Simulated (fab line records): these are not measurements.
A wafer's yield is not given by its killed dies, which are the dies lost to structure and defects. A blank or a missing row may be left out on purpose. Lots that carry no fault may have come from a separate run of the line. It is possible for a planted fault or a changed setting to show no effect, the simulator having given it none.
Which of the tools did it? | flow sky130 | Sampling: 12 lots, 36 wafers, 6 of 708 route steps

== WHAT EACH GAUGE READ, for each wafer ==
SKY_VT_ADJUST_HVTR_CD_MEAS_07: the cd target is 380 nm.
lot  | measured     | on        | cd nm (nm)
L264 | day 10 18:16 | cd sem-01 | 382.6 385.0 383.2
L266 | day 10 19:49 | cd sem-01 | 380.3 378.5 377.6
L269 | day 11 18:35 | cd sem-01 | 383.5 383.6 384.5
L270 | day 12 03:35 | cd sem-02 | 377.1 378.1 378.8
L271 | day 12 10:58 | cd sem-02 | 383.6 384.1 382.1
L272 | day 12 15:26 | cd sem-02 | 379.4 378.2 377.9
L273 | day 12 21:32 | cd sem-02 | 383.8 378.8 383.0
L274 | day 13 11:22 | cd sem-01 | 378.1 380.0 376.7
L275 | day 13 12:35 | cd sem-01 | 384.0 382.0 383.7
L282 | day 15 12:54 | cd sem-02 | 381.4 381.5 381.6
L281 | day 15 12:56 | cd sem-01 | 376.1 376.7 375.6
L285 | day 16 13:45 | cd sem-01 | 376.4 377.8 378.3

SKY_LDD_N_OVL_MEAS_07.
lot  | measured     | on         | LDD_N_OVL (nm)
L264 | day 19 01:12 | overlay-02 | -0.7 -0.9 -1.2
L266 | day 19 08:39 | overlay-01 | -1.3 -0.1 0.9
L269 | day 20 14:22 | overlay-01 | 0.6 1.7 -0.7
L270 | day 20 22:12 | overlay-02 | -1.7 -1.4 1.4
L271 | day 21 09:34 | overlay-02 | 1.4 1.2 0.4
L272 | day 21 16:04 | overlay-01 | 0.2 -0.8 -0.3
L273 | day 22 00:04 | overlay-02 | -0.4 0.6 -1.8
L274 | day 22 17:17 | overlay-02 | 1.5 -0.2 -1.3
L275 | day 22 13:25 | overlay-01 | -2.0 -1.4 0.5
L282 | day 25 00:24 | overlay-02 | -3.0 -2.0 -2.2
L281 | day 25 00:13 | overlay-01 | -0.7 -0.8 0.5
L285 | day 26 04:35 | overlay-02 | -1.5 -2.0 -1.8

SKY_LDD_N_TW_MEAS_17.
lot  | measured     | on            | LDD_N_TW
L264 | day 19 02:32 | film metro-01 | 2561 2559 2571
L266 | day 19 09:59 | film metro-01 | 2574 2573 2559
L269 | day 20 15:43 | film metro-01 | 2581 2586 2595
L270 | day 20 23:32 | film metro-03 | 2576 2588 2582
L271 | day 21 11:13 | film metro-01 | 2673 2669 2684
L272 | day 21 17:25 | film metro-04 | 2614 2615 2619
L273 | day 22 01:23 | film metro-03 | 2591 2589 2598
L274 | day 22 18:37 | film metro-01 | 2569 2579 2581
L275 | day 22 15:04 | film metro-01 | 2679 2676 2682
L282 | day 25 01:44 | film metro-01 | 2582 2584 2579
L281 | day 25 01:53 | film metro-03 | 2675 2674 2689
L285 | day 26 05:55 | film metro-03 | 2604 2595 2595

SKY_LI_CONTACT_BOW_MEAS_03.
lot  | measured     | on            | LI_CONTACT_BOW (um)
L264 | day 29 05:26 | film metro-02 | 60 54 56
L266 | day 29 13:50 | film metro-04 | 55 60 52
L269 | day 30 15:26 | film metro-04 | 63 50 56
L270 | day 31 00:31 | film metro-04 | 54 61 54
L271 | day 31 10:10 | film metro-01 | 58 54 48
L272 | day 31 13:31 | film metro-01 | 61 67 70
L273 | day 31 22:40 | film metro-01 | 63 59 61
L274 | day 32 15:12 | film metro-01 | 60 70 58
L275 | day 32 11:05 | film metro-02 | 54 57 53
L282 | day 34 17:40 | film metro-04 | 53 68 54
L281 | day 34 15:02 | film metro-02 | 51 57 49
L285 | day 35 16:13 | film metro-04 | 47 51 48

== EACH LOT AND THE TOOL THAT RAN IT (in order: tool; ch and the chambers of the sampled wafers; start) ==
lot  | SKY_LDD_N_IMPLANT_11            | SKY_LDD_N_STRIP_16
L264 | implanter-04 ch 0, day 19 01:41 | plasma asher-03 ch 1, day 19 02:26
L266 | implanter-04 ch 0, day 19 09:08 | plasma asher-02 ch 0,1, day 19 09:53
L269 | implanter-03 ch 0, day 20 14:53 | plasma asher-01 ch 0,1, day 20 15:37
L270 | implanter-03 ch 0, day 20 22:41 | plasma asher-02 ch 0,1, day 20 23:26
L271 | implanter-02 ch 0, day 21 10:04 | plasma asher-01 ch 0,1, day 21 11:06
L272 | implanter-02 ch 0, day 21 16:34 | plasma asher-03 ch 0,1, day 21 17:19
L273 | implanter-02 ch 0, day 22 00:32 | plasma asher-03 ch 0,1, day 22 01:17
L274 | implanter-03 ch 0, day 22 17:47 | plasma asher-01 ch 0,1, day 22 18:31
L275 | implanter-02 ch 0, day 22 13:55 | plasma asher-01 ch 0,1, day 22 14:58
L282 | implanter-02 ch 0, day 25 00:53 | plasma asher-02 ch 0,1, day 25 01:38
L281 | implanter-03 ch 0, day 25 00:44 | plasma asher-03 ch 0,1, day 25 01:47
L285 | implanter-03 ch 0, day 26 05:07 | plasma asher-01 ch 0,1, day 26 05:50
- SKY_LDD_N_IMPLANT_11
- SKY_LDD_N_STRIP_16: strips in O2/N2.

== AS READ BY THE TOOLS THEMSELVES (means over the sampled wafers that have a number; for cases with no such wafer, the mark the record gives instead) ==
SKY_LDD_N_IMPLANT_11.
lot  | tool         | faraday current uA | rotation deg (degrees)
L264 | implanter-04 | 418                | 292.99
L266 | implanter-04 | 420                | 293.01
L269 | implanter-03 | 426                | 293.01
L270 | implanter-03 | 425                | 293.00
L271 | implanter-02 | 422                | 293.01
L272 | implanter-02 | 417                | 293.00
L273 | implanter-02 | 426                | 292.98
L274 | implanter-03 | 425                | 292.97
L275 | implanter-02 | 424                | 292.98
L282 | implanter-02 | 424                | 292.95
L281 | implanter-03 | 421                | 293.01
L285 | implanter-03 | 423                | 292.94

SKY_LDD_N_STRIP_16.
lot  | tool            | drypump motor current A (A) | oes product au (a.u.) | strip time to endpoint s (s)
L264 | plasma asher-03 | 6.4                         | 0.412                 | 4.390
L266 | plasma asher-02 | 5.6                         | 0.409                 | 4.394
L269 | plasma asher-01 | 6.6                         | 0.414                 | 4.378
L270 | plasma asher-02 | 5.6                         | 0.407                 | 4.384
L271 | plasma asher-01 | 6.6                         | 0.410                 | 4.605
L272 | plasma asher-03 | 6.1                         | 0.410                 | 4.405
L273 | plasma asher-03 | 6.2                         | 0.413                 | 4.360
L274 | plasma asher-01 | 6.6                         | 0.414                 | 4.400
L275 | plasma asher-01 | 6.5                         | 0.409                 | 4.602
L282 | plasma asher-02 | 5.8                         | 0.410                 | 4.388
L281 | plasma asher-03 | 5.9                         | 0.405                 | 4.585
L285 | plasma asher-01 | 6.5                         | 0.405                 | 4.413

== THE ANSWER, worked out from the rows above alone ==
Rule: the lots themselves supply what counts as usual. The widest of any qualifying gaps counts: lots, ordered by their means at a reading, are off when they make up no more than a third of the lots, leave a main group of 4 or more, and stand apart from it by 3 or more times the standard deviation of that group's means. A main group whose means are all the same, to the digits that the tables above print for the reading, isn't used. Also off: a lot with no number at a reading for which 4 or more lots have one. All remaining lots with rows at the step are treated as sound. The gauges are gone through in route order, then the tools' own readings, and for those a lot's mean is taken as printed above. At the first step where some lot is off, the reading lying furthest off is the one used; lots without a number count as furthest.
Off: L271, L275, L281, at SKY_LDD_N_TW_MEAS_17 (LDD_N_TW). For the main group the mean is 2585 and the standard deviation 15.
If a tool, at a process step before that reading, ran all the lots that are off and no sound lot after the first of them, it fits. Not tried: the gauges at SKY_LDD_N_TW_MEAS_17; whatever is off there is also off at SKY_LDD_N_STRIP_16, on other tools, and gauge error can't account for it. None of those tried fits.

== WHAT THE SIMULATOR PUT IN ==
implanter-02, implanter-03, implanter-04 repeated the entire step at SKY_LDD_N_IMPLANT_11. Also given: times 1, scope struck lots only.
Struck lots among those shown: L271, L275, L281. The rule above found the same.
